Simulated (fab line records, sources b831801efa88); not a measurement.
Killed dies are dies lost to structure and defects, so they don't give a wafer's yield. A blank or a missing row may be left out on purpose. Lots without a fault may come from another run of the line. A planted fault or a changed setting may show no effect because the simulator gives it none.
A struck lot beside a sound one | flow gf180mcu | 14 steps out of a route of 602
Sound: wafers L992.1, L992.3, L992.5. Struck: wafer L100.3. (L100.2, L100.5 of the same lot were not struck and are left out.) The cause comes at the end.
At each step with rows: each side's tool, then ch and its chambers, then its first start. Under that, the readings that differ: sound wafers | struck wafers | difference of the means | sigmas: that difference in standard deviations of wafers without a fault.
alike: readings whose means differ by less than 2 such deviations, and words and numbers that are the same on both sides. not compared: withheld readings, readings that some wafer has no value for, bounds like >300 that may hide the same value, and numbers for which the record gives no deviation and whose values overlap.
The two part at a step that has a row with sigmas, a row that says differs or no value, or rows on one side only. Numbers that don't overlap but have no deviation are shown without sigmas and don't part them. A reading that every wafer of one side lacks parts them only if that side has two wafers or more.

first, 1 step without rows for these wafers: GF_V2_ETCH_16 (etches BARC in N2/H2).
GF_V2_ETCH_17: etches SiO2 in C4F8/O2/Ar, stops on TiN, target depth 630 nm.
  sound on rie_diel-01 ch 0,1; struck on rie_diel-02 ch 3
  alike: oes_product_au
GF_V2_STRIP_18: strips in O2/N2.
  sound on plasma_asher-04 ch 1, day 22 17:01; struck on plasma_asher-04 ch 1, day 25 14:20
  alike: drypump_motor_current_A, heater_power_w, oes_product_au
  not compared: rf_hours_counter_h
then, 2 steps without rows for these wafers: GF_V2_STRIP_19 (strips in post etch residue remover, time 1200 s); GF_V2_CLEAN_20 (cleans in DIW).
GF_V2_SPUTTER_21: material Ti, target thk 15 nm, time 80.02 s.
  sound on pvd_sputter-01, day 22 17:33; struck on pvd_sputter-01, day 25 14:52
  reading                | sound          | struck | difference | sigmas
  throttle_valve_pct (%) | 31.1 30.6 31.0 | 28.0   | -2.9       | -2
GF_V2_SPUTTER_22: material TiN, target thk 10 nm, time 40 s.
  sound on pvd_sputter-01, day 22 17:37; struck on pvd_sputter-01, day 25 14:56
  reading                | sound          | struck | difference | sigmas
  throttle_valve_pct (%) | 31.1 30.5 31.1 | 27.9   | -3.0       | -3
GF_V2_CVD_23: deposits W, target thk 350 nm, time 104.94 s.
  sound on cvd_w-01 ch 0,1, day 22 17:39; struck on cvd_w-02 ch 0, day 25 14:58
  alike: heater_power_w
GF_V2_RS_MEAS_24: measures by four-point-probe.
  sound on film_metro-03, day 22 17:46; struck on film_metro-04, day 25 15:06
  alike: V2_W_RS
GF_V2_THK_MEAS_25: measures by xrf.
  sound on film_metro-03, day 22 17:53; struck on film_metro-04, day 25 15:13
  alike: V2_W_THK
then, 2 steps without rows for these wafers: GF_V2_CMP_26 (polishes, stops on SiO2, t overpolish 15 s, target thk 0 nm); GF_M3_SPUTTER_00 (material Ti, target thk 37.5 nm, time 150 s).
GF_M3_SPUTTER_01: material TiN, target thk 30 nm, time 25 s.
  sound on pvd_sputter-03, day 22 18:21; struck on pvd_sputter-04, day 25 15:40
  reading                                | sound             | struck | difference | sigmas
  model.TiN_of_M3_SPUTTER_01.thk_nm (nm) | 29.92 29.91 29.95 | 21.02  | -8.91      |
  alike: throttle_valve_pct
then, 1 step without rows for these wafers: GF_M3_SPUTTER_02 (material AlCu, target thk 450 nm, time 23.9 s).

WHERE THEY PART
First at GF_V2_SPUTTER_21; last, within this record, at GF_V2_SPUTTER_22. Later steps at which nothing parts them and some readings are alike: GF_V2_CVD_23, GF_V2_RS_MEAS_24, GF_V2_THK_MEAS_25, GF_M3_SPUTTER_01.

WHY: what the simulator had put in
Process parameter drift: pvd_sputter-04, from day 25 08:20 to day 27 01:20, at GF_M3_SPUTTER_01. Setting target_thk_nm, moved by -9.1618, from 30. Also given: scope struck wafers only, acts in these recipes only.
